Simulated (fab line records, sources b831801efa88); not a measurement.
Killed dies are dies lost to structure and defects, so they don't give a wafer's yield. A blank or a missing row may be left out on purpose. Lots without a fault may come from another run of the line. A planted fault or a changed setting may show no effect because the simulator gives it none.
Which tool did it? | flow sfq_line | 7 lots, 21 wafers sampled, at 1 step of a route of 325

WHAT THE GAUGES READ, wafer by wafer
SFQ_M6_RS_MEAS_938: measures by four-point-probe.
lot  | measured     | on            | M6_NB_RS (ohm/sq)
L714 | day 62 16:38 | film_metro-03 | 0.891 0.884 0.894
L717 | day 65 04:45 | film_metro-03 | 0.891 0.887 0.891
L719 | day 65 13:14 | film_metro-01 | 0.889 0.891 0.882
L721 | day 71 13:10 | film_metro-03 | 0.902 0.889 0.900
L728 | day 79 00:22 | film_metro-02 | 0.888 0.881 0.881
L730 | day 79 23:56 | film_metro-01 | 0.894 0.900 0.909
L732 | day 80 12:32 | film_metro-03 | 0.908 0.897 0.901

WHICH TOOL RAN EACH LOT (tool, then ch and the chambers of the sampled wafers, then the start)
The record holds no process step before these readings.

THE ANSWER, worked out from the rows above alone
Rule: what is usual is taken from the lots themselves. Put in order of their means at a reading, lots are off if they are a third of the lots or fewer, leave a main group of 4 or more, and stand apart from it by a gap of 3 or more times the standard deviation of the main group's means; of several such gaps the widest counts. A main group whose means are all the same, to the digits that the tables above print for the reading, isn't used. A lot without any number at a reading at which 4 lots or more have one is off too. The other lots that the step has rows for count as sound.
No lot is off at any reading shown: from this, nothing can be told.

WHAT THE SIMULATOR HAD PUT IN
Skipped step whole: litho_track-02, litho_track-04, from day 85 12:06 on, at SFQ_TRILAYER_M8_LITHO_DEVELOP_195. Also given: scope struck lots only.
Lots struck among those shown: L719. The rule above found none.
